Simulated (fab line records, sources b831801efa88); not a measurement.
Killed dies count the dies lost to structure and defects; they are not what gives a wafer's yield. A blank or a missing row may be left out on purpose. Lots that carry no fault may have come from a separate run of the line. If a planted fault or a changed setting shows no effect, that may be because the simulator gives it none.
fab line records    flow gf180mcu    part 1 of 2: steps 1 to 23 of 34
record lots=5  wafers=15  lastDay=33
route steps=602 shown MIM@513 M5@526 V5@540
lots untouched by any fault: they come from a run of this same line in which no faults occurred
startH: hours from the record's opening day to when the first of the lot's shown wafers began    waitH: how many hours have passed since the lot's step before this one    " repeats the value in the row above    L1.1+2: a single row standing in for several wafers    - no value present, or no start provided    * or withheld: withheld    < > ~ a bound
route shown NAME@n: names a module that has steps shown in the file, with the first one's number in the route    usual: average and standard deviation across the fault-free wafers    same: alike in all rows    chamber/n: place in a boat    sites: the reading at each site    _std_site: standard deviation across them    _edge_site: mean of outer sites minus mean of inner sites    radiusMm: how far each site lies from the wafer's centre    mask NAME#n: copy n    behind: the last tool/chamber to shape the wafer    hold: why the lot was held/for how many hours/how that ended    device: whichever transistor did not switch (one of n, p or np)    end of line: tests of these same wafers at the route's end    a step with no rows: only its recipe    killed: the dies lost at the first sort to structure and to defects; this is not the yield of the wafer    map: a wafer's dies, x killed, . not, _ none there
set.NAME: the setting that was run; set.NAME@STEP: the one run at that earlier step    model.NAME: the simulator's own value behind a step, which no gauge read
lots at some steps of the route; a table a step, a row a wafer
services: from which hour (startH, from the record's first day; less than 0 if before it) a tool's chamber was out of use, for how many hours, and why
## steps
# step GF_MIM_RS_MEAS_10
# recipe thkMeasGauge=four-point-probe  reads=TiN_of_MIM_SPUTTER_09+AlCu_of_MIM_SPUTTER_08+TiN_of_MIM_SPUTTER_07
# usual MIM_ALCU_RS=0.1600/0.0018
lot.wafer  tool          chamber  startH  waitH  MIM_ALCU_RS[ohm/sq]
L077.3     filmMetro-02  -        593.16  0.1    0.1613
L077.4     "             -        "       "      0.1604
L077.5     "             -        "       "      0.1619
L079.2     filmMetro-04  -        612.50  0.0    0.1617
L079.3     "             -        "       "      0.1597
L079.4     "             -        "       "      0.1604
L080.1     filmMetro-04  -        642.47  0.0    0.1608
L080.5     "             -        "       "      0.1623
L080.6     "             -        "       "      0.1580
L085.1     filmMetro-02  -        667.87  0.0    0.1596
L085.3     "             -        "       "      0.1583
L085.6     "             -        "       "      0.1588
L094.2     filmMetro-04  -        709.78  0.0    0.1608
L094.4     "             -        "       "      0.1601
L094.5     "             -        "       "      0.1601
# step GF_MIM_THK_MEAS_11
# recipe thkMeasGauge=xrf  reads=AlCu_of_MIM_SPUTTER_08
# usual MIM_ALCU_THK=200.1/2.3
lot.wafer  tool          chamber  startH  waitH  MIM_ALCU_THK[nm]
L077.3     filmMetro-02  -        593.26  0.1    196.7
L077.4     "             -        "       "      197.9
L077.5     "             -        "       "      197.0
L079.2     filmMetro-04  -        612.61  0.1    198.2
L079.3     "             -        "       "      201.1
L079.4     "             -        "       "      199.4
L080.1     filmMetro-04  -        642.59  0.1    197.3
L080.5     "             -        "       "      198.2
L080.6     "             -        "       "      202.9
L085.1     filmMetro-02  -        667.99  0.1    200.2
L085.3     "             -        "       "      201.1
L085.6     "             -        "       "      200.4
L094.2     filmMetro-04  -        709.89  0.1    200.5
L094.4     "             -        "       "      200.4
L094.5     "             -        "       "      200.3
# step GF_MIM_DEHYDRATE_12
# recipe tempC=200  timeS=60
# usual exhaustPa=45.0/0.83
lot.wafer  tool           chamber  startH  waitH  exhaustPa
L077.3     lithoTrack-04  0        601.80  8.5    44.8
L077.4     "              0        "       "      43.7
L077.5     "              0        "       "      45.5
L079.2     lithoTrack-01  0        621.67  9.1    45.7
L079.3     "              0        "       "      46.0
L079.4     "              0        "       "      45.6
L080.1     lithoTrack-02  0        651.36  8.8    45.2
L080.5     "              0        "       "      45.6
L080.6     "              0        "       "      45.0
L085.1     lithoTrack-02  0        677.31  9.3    44.5
L085.3     "              0        "       "      45.2
L085.6     "              0        "       "      44.6
L094.2     lithoTrack-01  0        719.07  9.2    45.6
L094.4     "              0        "       "      44.5
L094.5     "              0        "       "      44.6
# step GF_MIM_HMDS_13
# recipe primeTimeS=60  primeTempC=120
# usual exhaustPa=45.1/0.77
lot.wafer  tool           chamber  startH  waitH  exhaustPa
L077.3     lithoTrack-04  0        601.95  0.1    45.1
L077.4     "              0        "       "      44.5
L077.5     "              0        "       "      44.3
L079.2     lithoTrack-01  0        621.82  0.1    45.4
L079.3     "              0        "       "      44.6
L079.4     "              0        "       "      46.6
L080.1     lithoTrack-02  0        651.51  0.1    43.8
L080.5     "              0        "       "      43.7
L080.6     "              0        "       "      44.3
L085.1     lithoTrack-02  0        677.46  0.1    43.8
L085.3     "              0        "       "      45.3
L085.6     "              0        "       "      45.4
L094.2     lithoTrack-01  0        719.22  0.1    45.3
L094.4     "              0        "       "      45.9
L094.5     "              0        "       "      45.9
# step GF_MIM_COAT_14
# recipe resist=NOVOLAK  spinRpm=3000  resistThkNm=1000
# usual exhaustPa=45.1/0.89
lot.wafer  tool           chamber  startH  waitH  exhaustPa
L077.3     lithoTrack-04  0        602.10  0.1    44.4
L077.4     "              0        "       "      45.2
L077.5     "              0        "       "      44.8
L079.2     lithoTrack-01  0        621.97  0.1    44.8
L079.3     "              0        "       "      46.1
L079.4     "              0        "       "      44.7
L080.1     lithoTrack-02  0        651.66  0.1    46.2
L080.5     "              0        "       "      45.0
L080.6     "              0        "       "      45.5
L085.1     lithoTrack-02  0        677.61  0.1    45.7
L085.3     "              0        "       "      45.7
L085.6     "              0        "       "      45.0
L094.2     lithoTrack-01  0        719.37  0.1    46.8
L094.4     "              0        "       "      44.1
L094.5     "              0        "       "      45.4
# step GF_MIM_SOFTBAKE_15
# recipe tempC=90  timeS=60  resist=NOVOLAK
# usual exhaustPa=44.9/1.1
lot.wafer  tool           chamber  startH  waitH  exhaustPa
L077.3     lithoTrack-04  0        602.25  0.1    47.5
L077.4     "              0        "       "      45.8
L077.5     "              0        "       "      46.1
L079.2     lithoTrack-01  0        622.12  0.1    44.5
L079.3     "              0        "       "      45.2
L079.4     "              0        "       "      44.3
L080.1     lithoTrack-02  0        651.81  0.1    45.1
L080.5     "              0        "       "      44.7
L080.6     "              0        "       "      44.4
L085.1     lithoTrack-02  0        677.76  0.1    46.3
L085.3     "              0        "       "      46.1
L085.6     "              0        "       "      44.6
L094.2     lithoTrack-01  0        719.52  0.1    46.1
L094.4     "              0        "       "      46.2
L094.5     "              0        "       "      44.5
# step GF_MIM_EXPOSE_16
# recipe maskId=FuseTop  targetCdNm=2000  na=0.6  sourceShape=conventional  sigmaOuter=0.6  doseMj=140
# usual exposureDoseMJCm2=139.97/0.14
# same na=0.6
lot.wafer  tool             chamber  startH  waitH  mask       exposureDoseMJCm2
L077.3     ilineStepper-01  0        -       -      FuseTop#0  140.07
L077.4     "                0        "       "      FuseTop#0  140.23
L077.5     "                0        "       "      FuseTop#0  140.04
L079.2     ilineStepper-02  0        -       -      FuseTop#0  140.01
L079.3     "                0        "       "      FuseTop#0  139.91
L079.4     "                0        "       "      FuseTop#0  140.16
L080.1     ilineStepper-02  0        -       -      FuseTop#0  140.10
L080.5     "                0        "       "      FuseTop#0  140.16
L080.6     "                0        "       "      FuseTop#0  140.05
L085.1     ilineStepper-01  0        -       -      FuseTop#0  140.19
L085.3     "                0        "       "      FuseTop#0  139.83
L085.6     "                0        "       "      FuseTop#0  139.88
L094.2     ilineStepper-02  0        -       -      FuseTop#0  140.07
L094.4     "                0        "       "      FuseTop#0  140.25
L094.5     "                0        "       "      FuseTop#0  140.03
# step GF_MIM_PEB_17
# recipe tempC=withheld  timeS=*  resist=NOVOLAK
# usual exhaustPa=44.9/0.98
lot.wafer  tool           chamber  startH  waitH  exhaustPa
L077.3     lithoTrack-01  0        -       -      46.7
L077.4     "              0        "       "      46.6
L077.5     "              0        "       "      44.9
L079.2     lithoTrack-01  0        -       -      45.3
L079.3     "              0        "       "      46.6
L079.4     "              0        "       "      45.5
L080.1     lithoTrack-04  0        -       -      44.9
L080.5     "              0        "       "      44.7
L080.6     "              0        "       "      46.0
L085.1     lithoTrack-02  0        -       -      44.4
L085.3     "              0        "       "      43.8
L085.6     "              0        "       "      42.9
L094.2     lithoTrack-02  0        -       -      46.1
L094.4     "              0        "       "      45.8
L094.5     "              0        "       "      45.6
# step GF_MIM_DEVELOP_18
# recipe developTimeS=60  devTempC=23
# usual exhaustPa=45.1/0.9
lot.wafer  tool           chamber  startH  waitH  exhaustPa
L077.3     lithoTrack-01  0        613.25  0.1    44.9
L077.4     "              0        "       "      44.3
L077.5     "              0        "       "      45.0
L079.2     lithoTrack-01  0        632.57  0.1    46.2
L079.3     "              0        "       "      45.4
L079.4     "              0        "       "      44.8
L080.1     lithoTrack-04  0        661.30  0.1    44.7
L080.5     "              0        "       "      43.9
L080.6     "              0        "       "      43.7
L085.1     lithoTrack-02  0        686.21  0.1    44.8
L085.3     "              0        "       "      46.3
L085.6     "              0        "       "      45.8
L094.2     lithoTrack-02  0        727.73  0.1    45.0
L094.4     "              0        "       "      44.8
L094.5     "              0        "       "      45.3
# step GF_MIM_METAL_ETCH_19
# recipe chemistry=Cl2/BCl3  maskMaterial=NOVOLAK  stopOn=Si3N4  targetDepthNm=324.5  pressureMtorr=8  icpW=800  biasW=140  Cl2_flow_sccm=80  bcl3FlowSccm=40  timeS=54.1
# usual drypumpMotorCurrentA=6.1/0.31  oesProductAu=0.942/0.0061  rfFwdPowerW=794.3/2.9  throttleValvePct=28.283/0.0099
lot.wafer  tool         chamber  startH  waitH  drypumpMotorCurrentA  oesProductAu  rfFwdPowerW  rfHoursCounterH  throttleValvePct
L077.3     rieMetal-02  1        613.37  0.1    6.5                   0.944         793.3        -                28.276
L077.4     "            0        "       "      6.0                   0.946         793.6        -                28.288
L077.5     "            0        "       "      6.0                   0.939         790.7        -                28.279
L079.2     rieMetal-04  1        632.70  0.1    5.5                   0.940         799.4        13               28.288
L079.3     "            1        "       "      5.5                   0.942         796.5        -                28.294
L079.4     "            0        "       "      6.4                   0.943         796.2        -                28.278
L080.1     rieMetal-02  1        661.45  0.1    6.5                   0.943         790.9        3                28.267
L080.5     "            1        "       "      6.5                   0.934         792.4        -                28.295
L080.6     "            0        "       "      6.0                   0.951         793.4        -                28.285
L085.1     rieMetal-04  0        686.36  0.1    6.4                   0.939         796.4        1                28.289
L085.3     "            0        "       "      6.4                   0.950         798.8        -                28.279
L085.6     "            0        "       "      6.4                   0.950         800.6        -                28.289
L094.2     rieMetal-03  0        727.86  0.1    6.1                   0.934         796.0        8                28.280
L094.4     "            1        "       "      6.0                   0.946         793.3        -                28.282
L094.5     "            1        "       "      6.1                   0.939         794.8        -                28.261
# step GF_MIM_STRIP_20
# recipe chemistry=O2/N2  powerW=1400  pressureMtorr=1500  platenTempC=250  o2FlowSccm=3000  n2FlowSccm=300  overashFraction=0.5
# usual drypumpMotorCurrentA=5.7/0.4  heaterPowerW=319/46  o2FlowSccm=3001/9.2  oesProductAu=0.691/0.0048  stripTimeToEndpointS=11.23/0.042
lot.wafer  tool            chamber  startH  waitH  drypumpMotorCurrentA  heaterPowerW  o2FlowSccm  oesProductAu  rfHoursCounterH  stripTimeToEndpointS
L077.3     plasmaAsher-04  0        613.45  0.1    6.0                   315           2998        0.694         -                11.26
L077.4     "               1        "       "      4.8                   298           2991        0.688         -                11.28
L077.5     "               1        "       "      4.8                   293           3007        0.699         -                11.33
L079.2     plasmaAsher-02  1        632.77  0.0    6.0                   291           3002        0.704         100              11.24
L079.3     "               1        "       "      6.0                   289           2995        0.699         -                11.32
L079.4     "               0        "       "      5.9                   296           2990        0.689         -                11.23
L080.1     plasmaAsher-03  1        661.52  0.0    5.5                   317           2987        0.700         25               11.20
L080.5     "               1        "       "      5.5                   314           2994        0.693         -                11.20
L080.6     "               0        "       "      5.7                   445           3000        0.693         -                11.20
L085.1     plasmaAsher-02  1        686.50  0.1    6.0                   294           3006        0.686         106              11.21
L085.3     "               0        "       "      5.9                   292           3009        0.691         -                11.18
L085.6     "               1        "       "      6.0                   295           3015        0.696         -                11.21
L094.2     plasmaAsher-03  0        727.93  0.0    5.7                   436           2993        0.690         32               11.26
L094.4     "               0        "       "      5.7                   440           2985        0.701         -                11.22
L094.5     "               0        "       "      5.7                   441           2998        0.690         -                11.19
# step GF_MIM_STRIP_21
# recipe chemistry=postEtchResidueRemover  timeS=1200  tempC=72.5
lot.wafer   tool         chamber  startH  waitH
L077.3+4+5  wetBench-04  2        613.52  0.0
L079.2+3+4  wetBench-01  2        632.87  0.1
L080.1+5+6  wetBench-04  2        661.62  0.1
L085.1+3+6  wetBench-02  3        686.60  0.1
L094.2+4+5  wetBench-01  0        728.03  0.1
# step GF_MIM_CLEAN_22
# recipe chemistry=DIW  dry=n2Spin
lot.wafer   tool         chamber  startH  waitH
L077.3+4+5  wetBench-02  2        613.86  0.0
L079.2+3+4  wetBench-04  2        633.21  0.0
L080.1+5+6  wetBench-01  2        661.96  0.0
L085.1+3+6  wetBench-04  0        686.94  0.0
L094.2+4+5  wetBench-04  0        728.40  0.0
# step GF_M5_DEHYDRATE_00
# recipe tempC=200  timeS=60
# usual exhaustPa=44.9/0.92
lot.wafer  tool           chamber  startH  waitH  exhaustPa
L077.3     lithoTrack-04  0        623.00  9.0    44.4
L077.4     "              0        "       "      44.5
L077.5     "              0        "       "      45.0
L079.2     lithoTrack-02  0        642.08  8.8    45.4
L079.3     "              0        "       "      45.0
L079.4     "              0        "       "      44.4
L080.1     lithoTrack-03  0        670.38  8.3    44.6
L080.5     "              0        "       "      43.8
L080.6     "              0        "       "      44.5
L085.1     lithoTrack-04  0        695.75  8.7    45.3
L085.3     "              0        "       "      45.8
L085.6     "              0        "       "      46.2
L094.2     lithoTrack-04  0        736.72  8.2    45.8
L094.4     "              0        "       "      46.7
L094.5     "              0        "       "      46.3
# step GF_M5_HMDS_01
# recipe primeTimeS=60  primeTempC=120
# usual exhaustPa=44.9/0.9
lot.wafer  tool           chamber  startH  waitH  exhaustPa
L077.3     lithoTrack-04  0        623.15  0.1    45.3
L077.4     "              0        "       "      44.8
L077.5     "              0        "       "      44.8
L079.2     lithoTrack-02  0        642.23  0.1    45.2
L079.3     "              0        "       "      44.3
L079.4     "              0        "       "      44.8
L080.1     lithoTrack-03  0        670.53  0.1    45.7
L080.5     "              0        "       "      44.6
L080.6     "              0        "       "      45.7
L085.1     lithoTrack-04  0        695.90  0.1    43.9
L085.3     "              0        "       "      44.4
L085.6     "              0        "       "      43.1
L094.2     lithoTrack-04  0        736.87  0.1    46.1
L094.4     "              0        "       "      45.5
L094.5     "              0        "       "      45.7
# step GF_M5_COAT_02
# recipe resist=KrF  spinRpm=withheld  resistThkNm=1000
# usual exhaustPa=45.2/0.77
lot.wafer  tool           chamber  startH  waitH  exhaustPa
L077.3     lithoTrack-04  0        623.30  0.1    44.6
L077.4     "              0        "       "      45.7
L077.5     "              0        "       "      44.6
L079.2     lithoTrack-02  0        642.38  0.1    43.9
L079.3     "              0        "       "      43.3
L079.4     "              0        "       "      44.0
L080.1     lithoTrack-03  0        670.68  0.1    45.5
L080.5     "              0        "       "      45.7
L080.6     "              0        "       "      44.1
L085.1     lithoTrack-04  0        696.05  0.1    44.5
L085.3     "              0        "       "      44.6
L085.6     "              0        "       "      45.6
L094.2     lithoTrack-04  0        737.02  0.1    46.5
L094.4     "              0        "       "      46.1
L094.5     "              0        "       "      45.0
# step GF_M5_SOFTBAKE_03
# recipe tempC=130  timeS=60  resist=KrF
# usual exhaustPa=44.9/0.85
lot.wafer  tool           chamber  startH  waitH  exhaustPa
L077.3     lithoTrack-04  0        623.45  0.1    43.9
L077.4     "              0        "       "      44.0
L077.5     "              0        "       "      43.3
L079.2     lithoTrack-02  0        642.53  0.1    43.8
L079.3     "              0        "       "      44.9
L079.4     "              0        "       "      44.8
L080.1     lithoTrack-03  0        670.83  0.1    44.2
L080.5     "              0        "       "      44.4
L080.6     "              0        "       "      44.4
L085.1     lithoTrack-04  0        696.20  0.1    45.4
L085.3     "              0        "       "      44.9
L085.6     "              0        "       "      45.1
L094.2     lithoTrack-04  0        737.17  0.1    46.7
L094.4     "              0        "       "      44.9
L094.5     "              0        "       "      45.2
# step GF_M5_EXPOSE_04
# recipe maskId=Metal5  targetCdNm=280  na=0.68  sourceShape=conventional  sigmaOuter=0.6  doseMj=28
# usual exposureDoseMJCm2=27.959/0.026
# same na=0.68
lot.wafer  tool           chamber  startH  waitH  mask      exposureDoseMJCm2
L077.3     krfScanner-01  0        -       -      Metal5#0  27.956
L077.4     "              0        "       "      Metal5#0  27.937
L077.5     "              0        "       "      Metal5#0  27.930
L079.2     krfScanner-01  0        -       -      Metal5#0  27.924
L079.3     "              0        "       "      Metal5#0  27.969
L079.4     "              0        "       "      Metal5#0  27.972
L080.1     krfScanner-01  0        -       -      Metal5#0  27.997
L080.5     "              0        "       "      Metal5#0  27.974
L080.6     "              0        "       "      Metal5#0  27.941
L085.1     krfScanner-01  0        -       -      Metal5#0  27.939
L085.3     "              0        "       "      Metal5#0  27.972
L085.6     "              0        "       "      Metal5#0  27.962
L094.2     krfScanner-02  0        -       -      Metal5#0  27.957
L094.4     "              0        "       "      Metal5#0  27.944
L094.5     "              0        "       "      Metal5#0  27.979
# step GF_M5_PEB_05
# recipe pebTempC=135  pebTimeS=90  resist=KrF
# usual exhaustPa=44.9/0.81
lot.wafer  tool           chamber  startH  waitH  exhaustPa
L077.3     lithoTrack-03  0        -       -      45.0
L077.4     "              0        "       "      45.3
L077.5     "              0        "       "      45.2
L079.2     lithoTrack-04  0        -       -      44.4
L079.3     "              0        "       "      43.5
L079.4     "              0        "       "      46.2
L080.1     lithoTrack-04  0        -       -      45.1
L080.5     "              0        "       "      44.5
L080.6     "              0        "       "      44.5
L085.1     lithoTrack-03  0        -       -      43.8
L085.3     "              0        "       "      44.5
L085.6     "              0        "       "      44.6
L094.2     lithoTrack-03  0        -       -      44.3
L094.4     "              0        "       "      44.9
L094.5     "              0        "       "      45.6
# step GF_M5_DEVELOP_06
# recipe developTimeS=60  devTempC=21
# usual exhaustPa=44.9/0.93
lot.wafer  tool           chamber  startH  waitH  exhaustPa
L077.3     lithoTrack-03  0        634.14  0.1    44.7
L077.4     "              0        "       "      45.2
L077.5     "              0        "       "      45.7
L079.2     lithoTrack-04  0        651.87  0.2    45.5
L079.3     "              0        "       "      44.4
L079.4     "              0        "       "      43.2
L080.1     lithoTrack-04  0        680.55  0.2    43.9
L080.5     "              0        "       "      45.8
L080.6     "              0        "       "      45.1
L085.1     lithoTrack-03  0        704.88  0.2    44.3
L085.3     "              0        "       "      45.6
L085.6     "              0        "       "      45.8
L094.2     lithoTrack-03  0        745.76  0.2    45.6
L094.4     "              0        "       "      46.2
L094.5     "              0        "       "      45.5
# step GF_M5_CD_MEAS_07
# recipe targetCdNm=280
# usual cdNm=279.7/1.2
lot.wafer  tool      chamber  startH  waitH  cdNm
L077.3     cdSem-02  -        634.28  0.1    279.7
L077.4     "         -        "       "      279.7
L077.5     "         -        "       "      279.4
L079.2     cdSem-02  -        652.02  0.1    280.2
L079.3     "         -        "       "      281.3
L079.4     "         -        "       "      279.4
L080.1     cdSem-02  -        680.70  0.1    280.9
L080.5     "         -        "       "      281.5
L080.6     "         -        "       "      281.7
L085.1     cdSem-02  -        705.03  0.1    280.2
L085.3     "         -        "       "      279.7
L085.6     "         -        "       "      280.0
L094.2     cdSem-02  -        745.90  0.1    280.3
L094.4     "         -        "       "      281.5
L094.5     "         -        "       "      281.5
# step GF_M5_OVL_MEAS_08
# usual M5_OVL=4/5.3
lot.wafer  tool        chamber  startH  waitH  M5_OVL[nm]
L077.3     overlay-01  -        634.37  0.1    0
L077.4     "           -        "       "      0
L077.5     "           -        "       "      -2
L079.2     overlay-01  -        652.13  0.1    8
L079.3     "           -        "       "      4
L079.4     "           -        "       "      7
L080.1     overlay-01  -        680.82  0.1    8
L080.5     "           -        "       "      5
L080.6     "           -        "       "      0
L085.1     overlay-02  -        705.15  0.1    1
L085.3     "           -        "       "      0
L085.6     "           -        "       "      -4
L094.2     overlay-01  -        746.01  0.1    7
L094.4     "           -        "       "      6
L094.5     "           -        "       "      2
# step GF_M5_ETCH_09
# recipe chemistry=CF4/O2  target=Si3N4  targetDepthNm=52  sourceW=800  biasW=150  pressureMtorr=150  cf4FlowSccm=80  O2_flow_sccm=10  timeS=11.6
# usual drypumpMotorCurrentA=5.6/0.45  oesProductAu=1.003/0.01  rfFwdPowerW=783/4.2  throttleValvePct=5.971/0.01
lot.wafer  tool        chamber  startH  waitH  drypumpMotorCurrentA  oesProductAu  rfFwdPowerW  rfHoursCounterH  throttleValvePct
L077.3     rieDiel-04  2        634.39  0.0    5.1                   1.010         781          48               5.986
L077.4     "           3        "       "      5.9                   1.013         788          24               5.981
L077.5     "           0        "       "      5.8                   0.998         784          -                5.973
L079.2     rieDiel-04  1        652.16  0.0    4.7                   1.015         787          9                5.986
L079.3     "           2        "       "      5.1                   1.015         779          49               5.961
L079.4     "           0        "       "      5.8                   1.000         782          20               5.964
L080.1     rieDiel-02  3        680.86  0.0    5.2                   0.992         789          19               5.974
L080.5     "           0        "       "      5.7                   1.000         780          -                5.966
L080.6     "           1        "       "      6.0                   0.995         779          -                5.963
L085.1     rieDiel-02  2        705.19  0.0    6.4                   1.014         778          23               5.973
L085.3     "           3        "       "      5.2                   1.006         786          20               5.961
L085.6     "           1        "       "      6.0                   0.994         778          -                5.957
L094.2     rieDiel-01  0        746.04  0.0    5.9                   1.008         780          31               5.979
L094.4     "           2        "       "      5.6                   1.024         781          0                5.980
L094.5     "           3        "       "      5.8                   0.996         775          -                5.959
